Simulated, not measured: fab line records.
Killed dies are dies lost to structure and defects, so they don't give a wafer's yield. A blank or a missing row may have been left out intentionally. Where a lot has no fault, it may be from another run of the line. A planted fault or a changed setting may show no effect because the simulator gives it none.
2 desks, one fault -- flow gf180mcu -- each desk has only its own numbers; what lay behind them comes last

== FROM THE METROLOGY DESK ==
What the gauges read for every lot (on any tool): the sampled wafers with a number, averaged. Any lot whose mean is over 4 standard deviations away from the usual mean is out of limits and marked OUT; that distance is given in the brackets.
Columns: A = M3_ALCU_RS at GF_M3_RS_MEAS_05, usual 0.0695 ohm/sq; B = M3_ALCU_THK at GF_M3_THK_MEAS_06, usual 459 nm; C = cd_nm at GF_M3_CD_MEAS_14, usual 279.9 nm; D = M3_OVL at GF_M3_OVL_MEAS_15, usual -2 nm
lot,first seen here,A,B,C,D
L699,day 22 01:31,0.0699,458,278.8,-1
L703,day 23 15:40,0.0694,463,281.4,-4
L706,day 25 04:43,0.0702,454,278.9,-14
L713,day 26 21:19,0.0696,454,278.8,3
L717,day 27 21:04,0.0703,455,278.8,-7
This desk's finding: nothing out of limits on any of the 5 lots.

== DESK OF THE TOOL OWNER: rie_metal-04 ==
The tool's own readings at GF_M3_METAL_ETCH_16 (etches the open film in Cl2/BCl3, stops on SiO2, target depth 750.8 nm, time 125.1 s): means of the sampled wafers that have a number, for each lot that ran on this tool. Any lot whose mean is over 4 standard deviations away from the usual mean is out of limits and marked OUT; that distance is given in the brackets.
Columns: A = bcl3_flow_sccm at GF_M3_METAL_ETCH_16, usual 39.99 sccm; B = drypump_motor_current_A at GF_M3_METAL_ETCH_16, usual 5.8 A; C = oes_product_au at GF_M3_METAL_ETCH_16, usual 0.991 a.u.; D = rf_fwd_power_W at GF_M3_METAL_ETCH_16, usual 796.9 W; E = throttle_valve_pct at GF_M3_METAL_ETCH_16, usual 28.230 %
lot,first seen here,A,B,C,D,E
L706,day 26 01:52,40.27,5.7,0.993,797.9,28.231
L713,day 27 18:10,39.96,5.4,0.993,797.8,28.219
This desk's finding: nothing out of limits on any of the 2 lots.

== PUT TOGETHER ==
Nothing out of limits was seen by the metrology desk.
Nothing out of limits was seen by the tool owner's desk.

== WHAT THE SIMULATOR PUT IN ==
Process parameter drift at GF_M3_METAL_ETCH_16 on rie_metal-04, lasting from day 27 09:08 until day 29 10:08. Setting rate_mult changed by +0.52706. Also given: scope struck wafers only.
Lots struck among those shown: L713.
